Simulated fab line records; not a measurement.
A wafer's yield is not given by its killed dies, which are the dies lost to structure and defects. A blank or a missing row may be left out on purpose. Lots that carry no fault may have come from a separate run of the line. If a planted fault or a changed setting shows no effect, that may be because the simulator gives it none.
fab line records	flow sky130	part 1 of 2: steps 1 to 26 of 39
record lots=5	wafers=15	last-day=49
route steps=708 shown CAP2M@609 METAL4@621 VIA4@639
lots untouched by any fault: they come from a run of this same line in which no faults occurred
start-h: start of the lot's first displayed wafer, in hours after the record's first day	wait-h: hours from the lot's prior step to this one	" identical to the entry in the row above	L1.1+2: a row that stands for several wafers	- either no value or no given start	* or withheld: withheld	< > ~ a bound
route shown NAME@n: names a module that has steps shown in the file, with the first one's number in the route	usual: mean/standard deviation of fault-free wafers	same: alike in all rows	chamber/n: place in a boat	sites: per-site readings	_std_site: the values' standard deviation	_edge_site: outer sites' mean less inner sites'	radius-mm: how far each site lies from the wafer's centre	mask NAME#n: copy n	behind: the tool/chamber that last shaped the wafer	hold: cause of the lot's hold/its duration in hours/its outcome	device: whichever transistor did not switch (one of n, p or np)	end of line: the tests these same wafers got at the end of their route	step lacking rows: just its recipe	killed: at the first sort, the dies lost to defects and structure; wafer yield is something else	map: the dies of a wafer, with x for killed, . for not killed, _ for no die there
set.NAME: the setting as run; set.NAME@STEP: as run at that earlier step	model.NAME: the simulator's own value behind a step, which no gauge read
lots seen at some steps along the route; tables by step, rows by wafer
services: a tool's chamber out of use, with start hour (start-h, from the record's first day; less than 0 if before it), hours out, and reason
## steps
# step SKY_CAP2M_HMDS_06
# recipe prime-time-s=60	prime-temp-c=120
lot.wafer	tool	chamber	start-h	wait-h
L079.2+4+6	litho-track-02	0	973.31	0.1
L082.3+5+6	litho-track-03	0	996.81	0.1
L083.2+3+4	litho-track-02	0	1000.01	0.1
L089.4+5+6	litho-track-04	0	1040.85	0.1
L093.1+3+5	litho-track-03	0	1069.91	0.1
# step SKY_CAP2M_COAT_07
# recipe resist=NOVOLAK	spin-rpm=3000	resist-thk-nm=1140
# usual spin-speed-rpm=3000.1/2
lot.wafer	tool	chamber	start-h	wait-h	spin-speed-rpm
L079.2	litho-track-02	0	973.46	0.1	3000.5
L079.4	"	0	"	"	3000.7
L079.6	"	0	"	"	3001.3
L082.3	litho-track-03	0	996.96	0.1	3000.4
L082.5	"	0	"	"	3001.2
L082.6	"	0	"	"	2995.5
L083.2	litho-track-02	0	1000.16	0.1	3000.2
L083.3	"	0	"	"	3000.1
L083.4	"	0	"	"	3000.5
L089.4	litho-track-04	0	1041.00	0.1	3000.3
L089.5	"	0	"	"	2999.8
L089.6	"	0	"	"	2999.4
L093.1	litho-track-03	0	1070.06	0.1	2999.4
L093.3	"	0	"	"	3003.6
L093.5	"	0	"	"	2997.9
# step SKY_CAP2M_SOFTBAKE_08
# recipe temp-c=90	time-s=60	resist=NOVOLAK
lot.wafer	tool	chamber	start-h	wait-h
L079.2+4+6	litho-track-02	0	973.61	0.1
L082.3+5+6	litho-track-03	0	997.11	0.1
L083.2+3+4	litho-track-02	0	1000.31	0.1
L089.4+5+6	litho-track-04	0	1041.15	0.1
L093.1+3+5	litho-track-03	0	1070.21	0.1
# step SKY_CAP2M_EXPOSE_09
# recipe mask-id=CAP2M	na=0.6	source-shape=conventional	sigma-outer=0.6	polarization=unpolarized	target-cd-nm=1000	dose-mj=159
# usual stage-vel-mm-s=500.00/0.23
lot.wafer	tool	chamber	start-h	wait-h	mask	stage-vel-mm-s
L079.2	iline-stepper-02	0	-	-	CAP2M#0	500.11
L079.4	"	0	"	"	CAP2M#0	500.12
L079.6	"	0	"	"	CAP2M#0	499.89
L082.3	iline-stepper-01	0	-	-	CAP2M#0	500.32
L082.5	"	0	"	"	CAP2M#0	500.24
L082.6	"	0	"	"	CAP2M#0	500.07
L083.2	iline-stepper-01	0	-	-	CAP2M#0	500.21
L083.3	"	0	"	"	CAP2M#0	499.77
L083.4	"	0	"	"	CAP2M#0	499.92
L089.4	iline-stepper-01	0	-	-	CAP2M#0	499.97
L089.5	"	0	"	"	CAP2M#0	499.71
L089.6	"	0	"	"	CAP2M#0	499.75
L093.1	iline-stepper-02	0	-	-	CAP2M#0	500.04
L093.3	"	0	"	"	CAP2M#0	500.15
L093.5	"	0	"	"	CAP2M#0	499.99
# step SKY_CAP2M_PEB_10
# recipe temp-c=withheld	time-s=*	resist=NOVOLAK
lot.wafer	tool	chamber	start-h	wait-h
L079.2+4+6	litho-track-04	0	-	-
L082.3+5+6	litho-track-03	0	-	-
L083.2+3+4	litho-track-04	0	-	-
L089.4+5+6	litho-track-04	0	-	-
L093.1+3+5	litho-track-04	0	-	-
# step SKY_CAP2M_DEVELOP_11
# recipe resist=NOVOLAK	developer=TMAH	develop-time-s=60	dev-temp-c=23
lot.wafer	tool	chamber	start-h	wait-h
L079.2+4+6	litho-track-04	0	985.75	0.1
L082.3+5+6	litho-track-03	0	1008.31	0.1
L083.2+3+4	litho-track-04	0	1012.10	0.1
L089.4+5+6	litho-track-04	0	1052.15	0.1
L093.1+3+5	litho-track-04	0	1080.58	0.1
# step SKY_CAP2M_OVL_MEAS_12
# usual CAP2M_OVL=0.3/1.5
lot.wafer	tool	chamber	start-h	wait-h	CAP2M_OVL[nm]
L079.2	overlay-01	-	985.88	0.1	-0.5
L079.4	"	-	"	"	-0.3
L079.6	"	-	"	"	-0.1
L082.3	overlay-01	-	1008.42	0.1	1.6
L082.5	"	-	"	"	-0.9
L082.6	"	-	"	"	2.5
L083.2	overlay-01	-	1012.23	0.1	0.3
L083.3	"	-	"	"	1.5
L083.4	"	-	"	"	1.3
L089.4	overlay-01	-	1052.25	0.1	0.3
L089.5	"	-	"	"	0.9
L089.6	"	-	"	"	-0.4
L093.1	overlay-02	-	1080.73	0.1	-2.2
L093.3	"	-	"	"	-2.4
L093.5	"	-	"	"	0.1
# step SKY_CAP2M_METAL_ETCH_13
# recipe target-depth-nm=220	stop-on=SiO2	chemistry=Cl2/BCl3	target=TiN	pressure-mtorr=10	icp-w=900	bias-w=48.5	Cl2_flow_sccm=60	bcl3-flow-sccm=30	time-s=62.9
# usual drypump-motor-current-A=5.9/0.43	oes-product-au=0.944/0.0072	throttle-valve-pct=21.901/0.011
lot.wafer	tool	chamber	start-h	wait-h	drypump-motor-current-A	oes-product-au	rf-hours-counter-h	throttle-valve-pct
L079.2	rie-metal-02	1	985.91	0.0	5.2	0.943	2	21.909
L079.4	"	1	"	"	5.2	0.942	-	21.903
L079.6	"	1	"	"	5.2	0.950	-	21.887
L082.3	rie-metal-02	1	1008.47	0.0	5.2	0.949	-	21.910
L082.5	"	1	"	"	5.2	0.944	-	21.908
L082.6	"	0	"	"	5.8	0.934	-	21.914
L083.2	rie-metal-03	0	1012.26	0.0	5.7	0.949	13	21.895
L083.3	"	1	"	"	6.2	0.938	-	21.892
L083.4	"	0	"	"	5.8	0.934	-	21.891
L089.4	rie-metal-02	0	1052.29	0.0	5.8	0.939	-	21.920
L089.5	"	0	"	"	5.8	0.936	-	21.913
L089.6	"	1	"	"	5.2	0.934	-	21.907
L093.1	rie-metal-03	0	1080.76	0.0	5.8	0.942	16	21.910
L093.3	"	0	"	"	5.7	0.939	-	21.904
L093.5	"	1	"	"	6.2	0.951	-	21.900
# step SKY_CAP2M_STRIP_14
# recipe chemistry=O2/N2	power-w=1400	pressure-mtorr=1500	platen-temp-c=withheld	o2-flow-sccm=3000	n2-flow-sccm=300	overash-fraction=0.5
# usual drypump-motor-current-A=5.2/0.4	n2-flow-sccm=300.0/0.82	oes-product-au=0.710/0.0047	strip-time-to-endpoint-s=12.67/0.051
lot.wafer	tool	chamber	start-h	wait-h	drypump-motor-current-A	n2-flow-sccm	oes-product-au	rf-hours-counter-h	strip-time-to-endpoint-s
L079.2	plasma-asher-04	1	985.99	0.1	5.3	300.6	0.716	55	12.67
L079.4	"	0	"	"	5.4	299.9	0.709	-	12.65
L079.6	"	0	"	"	5.4	300.1	0.710	-	12.67
L082.3	plasma-asher-02	0	1008.55	0.1	4.8	299.8	0.711	-	12.71
L082.5	"	1	"	"	4.8	300.6	0.710	-	12.70
L082.6	"	0	"	"	4.9	300.2	0.710	-	12.72
L083.2	plasma-asher-03	0	1012.34	0.1	6.2	298.2	0.716	92	12.64
L083.3	"	1	"	"	5.0	299.6	0.706	-	12.63
L083.4	"	0	"	"	6.1	298.6	0.708	-	12.60
L089.4	plasma-asher-02	0	1052.37	0.1	4.8	300.2	0.715	-	12.65
L089.5	"	0	"	"	4.8	300.9	0.710	-	12.57
L089.6	"	1	"	"	4.8	298.4	0.713	-	12.60
L093.1	plasma-asher-04	1	1080.84	0.1	5.3	301.0	0.714	65	12.71
L093.3	"	1	"	"	5.3	300.4	0.708	-	12.72
L093.5	"	0	"	"	5.4	300.5	0.705	-	12.75
# step SKY_CAP2M_STRIP_15
# recipe chemistry=post-etch-residue-remover	time-s=1200	temp-c=72.5
# usual bath-guard-temp-C=72.5/0.39
lot.wafer	tool	chamber	start-h	wait-h	bath-guard-temp-C
L079.2	wet-bench-04	3	986.09	0.1	72.4
L079.4	"	3	"	"	72.2
L079.6	"	3	"	"	72.4
L082.3	wet-bench-02	2	1008.62	0.0	73.1
L082.5	"	2	"	"	73.3
L082.6	"	2	"	"	73.2
L083.2	wet-bench-02	0	1012.44	0.1	72.1
L083.3	"	0	"	"	72.0
L083.4	"	0	"	"	72.3
L089.4	wet-bench-04	3	1052.44	0.0	72.1
L089.5	"	3	"	"	72.0
L089.6	"	3	"	"	72.4
L093.1	wet-bench-02	1	1080.94	0.1	72.4
L093.3	"	1	"	"	72.8
L093.5	"	1	"	"	72.3
# step SKY_CAP2M_CLEAN_16
# recipe chemistry=IPA	time-s=180	temp-c=25
lot.wafer	tool	chamber	start-h	wait-h
L079.2+4+6	wet-bench-04	1	986.43	0.0
L082.3+5+6	wet-bench-02	3	1009.03	0.0
L083.2+3+4	wet-bench-04	0	1012.85	0.0
L089.4+5+6	wet-bench-01	0	1052.81	0.0
L093.1+3+5	wet-bench-02	1	1081.28	0.0
# step SKY_CAP2M_CLEAN_17
# recipe chemistry=O3/DIW	dry=n2-spin
lot.wafer	tool	chamber	start-h	wait-h
L079.2+4+6	wet-bench-04	3	986.49	0.0
L082.3+5+6	wet-bench-04	2	1009.10	0.0
L083.2+3+4	wet-bench-01	3	1012.91	0.0
L089.4+5+6	wet-bench-04	1	1052.87	0.0
L093.1+3+5	wet-bench-04	0	1081.34	0.0
# step SKY_METAL4_DEHYDRATE_05
# recipe temp-c=200	time-s=60
lot.wafer	tool	chamber	start-h	wait-h
L079.2+4+6	litho-track-04	0	996.65	10.1
L082.3+5+6	litho-track-02	0	1019.94	10.8
L083.2+3+4	litho-track-02	0	1023.61	10.6
L089.4+5+6	litho-track-04	0	1062.70	9.7
L093.1+3+5	litho-track-04	0	1091.03	9.6
# step SKY_METAL4_HMDS_06
# recipe prime-time-s=60	prime-temp-c=120
lot.wafer	tool	chamber	start-h	wait-h
L079.2+4+6	litho-track-04	0	996.80	0.1
L082.3+5+6	litho-track-02	0	1020.09	0.1
L083.2+3+4	litho-track-02	0	1023.76	0.1
L089.4+5+6	litho-track-04	0	1062.85	0.1
L093.1+3+5	litho-track-04	0	1091.18	0.1
# step SKY_METAL4_COAT_07
# recipe resist=BARC	temp-c=withheld	time-s=withheld	spin-rpm=3000	resist-thk-nm=60
# usual spin-speed-rpm=2999.8/1.8
lot.wafer	tool	chamber	start-h	wait-h	spin-speed-rpm
L079.2	litho-track-04	0	996.95	0.1	2998.9
L079.4	"	0	"	"	2999.7
L079.6	"	0	"	"	3001.1
L082.3	litho-track-02	0	1020.24	0.1	3000.1
L082.5	"	0	"	"	3000.9
L082.6	"	0	"	"	2997.7
L083.2	litho-track-02	0	1023.91	0.1	3000.6
L083.3	"	0	"	"	2998.0
L083.4	"	0	"	"	3000.9
L089.4	litho-track-04	0	1063.00	0.1	3000.5
L089.5	"	0	"	"	2996.6
L089.6	"	0	"	"	2997.4
L093.1	litho-track-04	0	1091.33	0.1	3001.2
L093.3	"	0	"	"	2996.5
L093.5	"	0	"	"	2999.8
# step SKY_METAL4_COAT_08
# recipe resist=KrF-thick	spin-rpm=3000	resist-thk-nm=1140
# usual spin-speed-rpm=3000.3/1.9
lot.wafer	tool	chamber	start-h	wait-h	spin-speed-rpm
L079.2	litho-track-04	0	-	-	3000.9
L079.4	"	0	"	"	2997.7
L079.6	"	0	"	"	2998.9
L082.3	litho-track-02	0	-	-	2999.8
L082.5	"	0	"	"	3000.1
L082.6	"	0	"	"	3000.0
L083.2	litho-track-02	0	-	-	2999.5
L083.3	"	0	"	"	3001.8
L083.4	"	0	"	"	2999.2
L089.4	litho-track-04	0	-	-	2998.6
L089.5	"	0	"	"	2999.8
L089.6	"	0	"	"	3002.6
L093.1	litho-track-04	0	-	-	2999.0
L093.3	"	0	"	"	2999.6
L093.5	"	0	"	"	2998.7
# step SKY_METAL4_SOFTBAKE_09
# recipe temp-c=100	time-s=90	resist=KrF-thick
lot.wafer	tool	chamber	start-h	wait-h
L079.2+4+6	litho-track-04	0	-	-
L082.3+5+6	litho-track-02	0	-	-
L083.2+3+4	litho-track-02	0	-	-
L089.4+5+6	litho-track-04	0	-	-
L093.1+3+5	litho-track-04	0	-	-
# step SKY_METAL4_EXPOSE_10
# recipe mask-id=MM4	na=0.68	source-shape=annular	sigma-inner=0.4	sigma-outer=0.8	target-cd-nm=300	dose-mj=28
# usual stage-vel-mm-s=499.99/0.26
lot.wafer	tool	chamber	start-h	wait-h	mask	stage-vel-mm-s
L079.2	krf-scanner-02	0	-	-	MM4#0	500.56
L079.4	"	0	"	"	MM4#0	500.26
L079.6	"	0	"	"	MM4#0	499.96
L082.3	krf-scanner-01	0	-	-	MM4#0	499.63
L082.5	"	0	"	"	MM4#0	499.73
L082.6	"	0	"	"	MM4#0	500.30
L083.2	krf-scanner-01	0	-	-	MM4#0	499.92
L083.3	"	0	"	"	MM4#0	499.88
L083.4	"	0	"	"	MM4#0	500.11
L089.4	krf-scanner-01	0	-	-	MM4#0	499.90
L089.5	"	0	"	"	MM4#0	499.81
L089.6	"	0	"	"	MM4#0	499.81
L093.1	krf-scanner-01	0	-	-	MM4#0	500.21
L093.3	"	0	"	"	MM4#0	499.89
L093.5	"	0	"	"	MM4#0	499.69
# step SKY_METAL4_PEB_11
# recipe peb-temp-c=withheld	peb-time-s=withheld	resist=KrF-thick
lot.wafer	tool	chamber	start-h	wait-h
L079.2+4+6	litho-track-02	0	-	-
L082.3+5+6	litho-track-04	0	-	-
L083.2+3+4	litho-track-01	0	-	-
L089.4+5+6	litho-track-04	0	-	-
L093.1+3+5	litho-track-01	0	-	-
# step SKY_METAL4_DEVELOP_12
# recipe develop-time-s=60	resist=KrF-thick	dev-temp-c=21
lot.wafer	tool	chamber	start-h	wait-h
L079.2+4+6	litho-track-02	0	-	-
L082.3+5+6	litho-track-04	0	-	-
L083.2+3+4	litho-track-01	0	-	-
L089.4+5+6	litho-track-04	0	-	-
L093.1+3+5	litho-track-01	0	-	-
# step SKY_METAL4_CD_MEAS_13
# recipe target-cd-nm=300
# usual cd-nm=299.8/1.3
lot.wafer	tool	chamber	start-h	wait-h	cd-nm
L079.2	cd-sem-02	-	1008.86	-	302.3
L079.4	"	-	"	"	301.9
L079.6	"	-	"	"	302.2
L082.3	cd-sem-02	-	1031.87	-	297.8
L082.5	"	-	"	"	297.7
L082.6	"	-	"	"	296.6
L083.2	cd-sem-01	-	1035.76	-	299.9
L083.3	"	-	"	"	300.0
L083.4	"	-	"	"	300.7
L089.4	cd-sem-01	-	1074.14	-	299.8
L089.5	"	-	"	"	299.2
L089.6	"	-	"	"	299.1
L093.1	cd-sem-01	-	1101.74	-	299.6
L093.3	"	-	"	"	300.0
L093.5	"	-	"	"	299.7
# step SKY_METAL4_OVL_MEAS_14
# usual METAL4_OVL=-3/5.6
lot.wafer	tool	chamber	start-h	wait-h	METAL4_OVL[nm]
L079.2	overlay-01	-	1008.96	0.1	-6
L079.4	"	-	"	"	-7
L079.6	"	-	"	"	-8
L082.3	overlay-02	-	1031.96	0.1	-3
L082.5	"	-	"	"	-4
L082.6	"	-	"	"	7
L083.2	overlay-01	-	1035.87	0.1	-9
L083.3	"	-	"	"	-12
L083.4	"	-	"	"	-4
L089.4	overlay-01	-	1074.22	0.1	-6
L089.5	"	-	"	"	0
L089.6	"	-	"	"	0
L093.1	overlay-02	-	1101.86	0.1	6
L093.3	"	-	"	"	1
L093.5	"	-	"	"	-3
# step SKY_METAL4_DESCUM_15
# recipe chemistry=O2	source-power-w=150	bias-power-w=0	pressure-mtorr=10	temp-c=40	time-s=8
# usual drypump-motor-current-A=5.5/0.4	oes-product-au=0.995/0.0078
lot.wafer	tool	chamber	start-h	wait-h	drypump-motor-current-A	oes-product-au	rf-hours-counter-h
L079.2	rie-metal-02	1	1008.99	0.0	5.2	1.005	3
L079.4	"	0	"	"	5.8	0.992	-
L079.6	"	1	"	"	5.2	1.007	-
L082.3	rie-metal-01	0	1031.99	0.0	4.9	0.992	-
L082.5	"	1	"	"	5.7	0.997	-
L082.6	"	0	"	"	4.9	0.998	-
L083.2	rie-metal-01	0	1035.90	0.0	4.9	1.006	16
L083.3	"	0	"	"	4.9	0.999	-
L083.4	"	1	"	"	5.8	1.010	-
L089.4	rie-metal-03	0	1074.24	0.0	5.7	0.993	-
L089.5	"	1	"	"	6.2	0.995	-
L089.6	"	0	"	"	5.7	0.994	-
L093.1	rie-metal-03	0	1101.90	0.0	5.7	0.994	18
L093.3	"	0	"	"	5.7	0.989	-
L093.5	"	0	"	"	5.7	0.998	-
# step SKY_METAL4_ETCH_16
# recipe chemistry=N2/H2	target=BARC	ion-energy-ev=200	bias-w=100	pressure-mtorr=30	n2-flow-sccm=100	h2-flow-sccm=200	icp-w=500	stop-on=SiO2	time-s=88.2	target-depth-a=600
# usual drypump-motor-current-A=5.5/0.4	n2-flow-sccm=100.01/0.29	oes-product-au=0.626/0.0045	throttle-valve-pct=13.205/0.0084
lot.wafer	tool	chamber	start-h	wait-h	drypump-motor-current-A	n2-flow-sccm	oes-product-au	rf-hours-counter-h	throttle-valve-pct
L079.2	rie-metal-02	1	1009.03	0.0	5.2	100.40	0.620	3	13.195
L079.4	"	0	"	"	5.8	100.25	0.625	-	13.199
L079.6	"	1	"	"	5.2	100.12	0.621	-	13.207
L082.3	rie-metal-01	0	1032.05	0.0	4.9	99.66	0.627	-	13.217
L082.5	"	1	"	"	5.7	99.56	0.627	-	13.195
L082.6	"	0	"	"	4.9	100.33	0.623	-	13.190
L083.2	rie-metal-01	0	1035.93	0.0	4.9	100.18	0.627	16	13.209
L083.3	"	0	"	"	4.9	100.13	0.621	-	13.192
L083.4	"	1	"	"	5.7	99.73	0.627	-	13.208
L089.4	rie-metal-03	0	1074.30	0.0	5.7	100.05	0.628	-	13.202
L089.5	"	1	"	"	6.2	99.84	0.622	-	13.193
L089.6	"	0	"	"	5.7	100.01	0.625	-	13.202
L093.1	rie-metal-03	0	1101.93	0.0	5.7	100.31	0.634	18	13.194
L093.3	"	0	"	"	5.7	100.04	0.622	-	13.210
L093.5	"	0	"	"	5.8	100.14	0.632	-	13.207
# step SKY_METAL4_ETCH_17
# recipe target=SiO2	stop-on=TiN	chemistry=C4F8/O2/Ar	source-w=1500	bias-w=1200	pressure-mtorr=40	c4f8-flow-sccm=withheld	O2_flow_sccm=6	Ar_flow_sccm=300	time-s=3.9	target-depth-a=150
# usual oes-product-au=0.758/0.0068
lot.wafer	tool	chamber	start-h	wait-h	oes-product-au
L079.2	rie-diel-01	2	1009.12	0.1	0.754
L079.4	"	1	"	"	0.750
L079.6	"	1	"	"	0.751
L082.3	rie-diel-03	2	1032.11	0.0	0.763
L082.5	"	2	"	"	0.763
L082.6	"	1	"	"	0.760
L083.2	rie-diel-02	1	1036.03	0.1	0.758
L083.3	"	2	"	"	0.756
L083.4	"	0	"	"	0.764
L089.4	rie-diel-03	1	1074.37	0.0	0.761
L089.5	"	3	"	"	0.753
L089.6	"	2	"	"	0.758
L093.1	rie-diel-02	2	1102.03	0.1	0.756
L093.3	"	3	"	"	0.747
L093.5	"	1	"	"	0.754
# step SKY_METAL4_METAL_ETCH_18
# recipe target-depth-a=8450	stop-on=SiO2	over-etch-frac=0.3	time-s=183.1	chemistry=Cl2/BCl3	resist-sidewall-deg=88	pressure-mtorr=10	icp-w=900	bias-w=48.5	Cl2_flow_sccm=60	bcl3-flow-sccm=30
# usual drypump-motor-current-A=5.5/0.43	oes-product-au=0.865/0.0058	throttle-valve-pct=22.265/0.0095
lot.wafer	tool	chamber	start-h	wait-h	drypump-motor-current-A	oes-product-au	rf-hours-counter-h	throttle-valve-pct
L079.2	rie-metal-01	1	1009.14	0.0	5.7	0.867	7	22.268
L079.4	"	1	"	"	5.7	0.869	-	22.288
L079.6	"	0	"	"	4.9	0.872	-	22.261
L082.3	rie-metal-03	1	1032.19	0.1	6.2	0.856	-	22.274
L082.5	"	1	"	"	6.2	0.864	-	22.262
L082.6	"	0	"	"	5.8	0.865	-	22.259
L083.2	rie-metal-02	1	1036.05	0.0	5.2	0.870	5	22.272
L083.3	"	1	"	"	5.2	0.855	-	22.259
L083.4	"	0	"	"	5.8	0.857	-	22.270
L089.4	rie-metal-02	1	1074.44	0.1	5.2	0.864	-	22.281
L089.5	"	1	"	"	5.2	0.871	-	22.275
L089.6	"	0	"	"	5.8	0.881	-	22.272
L093.1	rie-metal-01	1	1102.05	0.0	5.7	0.861	15	22.286
L093.3	"	1	"	"	5.7	0.862	-	22.276
L093.5	"	1	"	"	5.7	0.860	-	22.262
